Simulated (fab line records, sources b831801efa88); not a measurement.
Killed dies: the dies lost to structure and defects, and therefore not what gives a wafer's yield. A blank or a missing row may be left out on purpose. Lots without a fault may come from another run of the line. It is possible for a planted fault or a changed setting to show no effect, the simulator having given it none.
A struck lot beside a sound one / flow sky130 / 17 out of 708 route steps
Sound: these wafers, L199.1, L199.2, L199.3. The struck wafers were L209.2, L209.3, L209.5. At the end, the cause is stated.
Per side, at each step with rows, come the tool, then ch with its chambers, and then its first start. Under that, the readings that differ: sound wafers / struck wafers / difference of the means / sigmas: that difference in standard deviations of wafers without a fault.
alike: words and numbers the same on both sides, and readings whose means are apart by under 2 such deviations; not compared: readings that were withheld, readings missing a value for some wafer, numbers with overlapping values and no deviation given by the record, and bounds like >300 which may hide the same value.
Wherever a step has rows on one side only, a row that says differs or no value, or a row with sigmas, the two part there. Non-overlapping numbers with no deviation appear without sigmas and do not part them. A reading missing from all wafers of one side parts the sides only when that side holds two or more wafers.

first, 1 step without rows for these wafers: SKY_VT_ADJUST_NCORE_IMPLANT_09.
SKY_VT_ADJUST_NCORE_STRIP_10: strips in O2/N2.
  sound on plasma-asher-01 ch 0,1, day 9 07:04; struck on plasma-asher-04 ch 0,1, day 12 08:01
  alike: drypump-motor-current-A, n2-flow-sccm, oes-product-au, strip-time-to-endpoint-s
  not compared: rf-hours-counter-h
SKY_VT_ADJUST_NCORE_TW_MEAS_11:
  sound on film-metro-02 at day 9 07:10; struck on film-metro-01 at day 12 08:07
reading=VT_ADJUST_NCORE_TW; sound=221.1 221.0 221.4; struck=218.0 216.6 218.3; difference=-3.5; sigmas=-2
then, 7 steps without rows for these wafers: SKY_VT_ADJUST_HVTR_DEHYDRATE_00 (time 60 s); SKY_VT_ADJUST_HVTR_HMDS_01 (prime time 60 s); SKY_VT_ADJUST_HVTR_COAT_02 (resist thk 1140 nm); SKY_VT_ADJUST_HVTR_SOFTBAKE_03 (time 60 s); SKY_VT_ADJUST_HVTR_EXPOSE_04 (exposes mask HVTRM, target cd 380 nm); SKY_VT_ADJUST_HVTR_PEB_05; SKY_VT_ADJUST_HVTR_DEVELOP_06 (develop time 60 s).
SKY_VT_ADJUST_HVTR_CD_MEAS_07: the cd target is 380 nm.
  sound on cd-sem-01 at day 10 05:31; struck on cd-sem-02 at day 13 09:57
  alike: cd-nm
SKY_VT_ADJUST_HVTR_OVL_MEAS_08:
  sound on overlay-01 at day 10 05:38; struck on overlay-01 at day 13 10:04
  alike: VT_ADJUST_HVTR_OVL
SKY_VT_ADJUST_HVTR_IMPLANT_09:
  sound on implanter-04 ch 0, day 10 05:40; struck on implanter-04 ch 0, day 13 10:07
reading=beam-on-s (s); sound=10.01 9.99 10.15; struck=11.98 11.98 11.94; difference=+1.92; sigmas=+10
reading=end-station-pressure-torr (Torr); sound=5.02e-06 5.47e-06 5.08e-06; struck=8.905e-05 9.392e-05 9.835e-05; difference=+8.858e-05; sigmas=+99 or more
reading=faraday-current-uA; sound=11.83 11.85 11.71; struck=9.92 9.93 10.00; difference=-1.85; sigmas=-8
SKY_VT_ADJUST_HVTR_STRIP_10: strips in O2/N2.
  sound on plasma-asher-02 ch 0,1, day 10 05:49; struck on plasma-asher-01 ch 0,1, day 13 10:14
reading=drypump-motor-current-A (A); sound=5.3 5.1 5.3; struck=5.8 6.7 6.8; difference=+1.2; sigmas=+2
  alike: n2-flow-sccm, oes-product-au, strip-time-to-endpoint-s
  not compared: rf-hours-counter-h
SKY_VT_ADJUST_HVTR_TW_MEAS_11:
  sound on film-metro-01 at day 10 05:55; struck on film-metro-03 at day 13 10:21
reading=VT_ADJUST_HVTR_TW; sound=209.1 208.7 208.7; struck=221.9 220.4 219.9; difference=+11.9; sigmas=+12
then, 1 step without rows for these wafers: SKY_VT_ADJUST_PCH_DEHYDRATE_00 (time 60 s).
-- here the record skips 36 days between the struck wafers' starts before and after, leaving off in module VT_ADJUST_PCH and picking up in module PAD_OPEN (first step shown: number 708 of the route) --
SKY_PAD_OPEN_PROBE_99:
  sound on prober-02 at day 46 08:35; struck on prober-02 at day 49 03:16
reading=model.etest.pfet_01v8_mvt.drive-ua-um; sound=144.4 144.8 148.6; struck=156.6 159 156.6; difference=+11.5; sigmas=
reading=model.etest.pfet_01v8_mvt.off-log10-a-um; sound=-11.45 -11.33 -11.28; struck=-9.994 -9.979 -9.98; difference=+1.369; sigmas=
reading=model.etest.pfet_01v8_mvt.vt-sat-v (V); sound=-0.6047 -0.6029 -0.6007; struck=-0.5137 -0.5133 -0.5142; difference=+0.0890; sigmas=
reading=model.etest.pfet_01v8_mvt.vt-v (V); sound=-0.6878 -0.6876 -0.6853; struck=-0.6082 -0.6036 -0.6053; difference=+0.0812; sigmas=
reading=model.etest.pfet_01v8_mvt.vt-long-v (V); sound=-0.8995 -0.9022 -0.8959; struck=-0.8154 -0.8141 -0.8165; difference=+0.0839; sigmas=
  alike: killed_at_M0_to_M3, killed_at_M4_up, killed-at-contacts, killed-at-front-end, killed-at-other, killed-dies, killed-open, killed-short

## WHERE THEY PART
First at SKY_VT_ADJUST_NCORE_TW_MEAS_11; last, within this record, at SKY_VT_ADJUST_HVTR_TW_MEAS_11. Later steps at which nothing parts them and some readings are alike: SKY_PAD_OPEN_PROBE_99.

WHY: whatever the simulator had introduced
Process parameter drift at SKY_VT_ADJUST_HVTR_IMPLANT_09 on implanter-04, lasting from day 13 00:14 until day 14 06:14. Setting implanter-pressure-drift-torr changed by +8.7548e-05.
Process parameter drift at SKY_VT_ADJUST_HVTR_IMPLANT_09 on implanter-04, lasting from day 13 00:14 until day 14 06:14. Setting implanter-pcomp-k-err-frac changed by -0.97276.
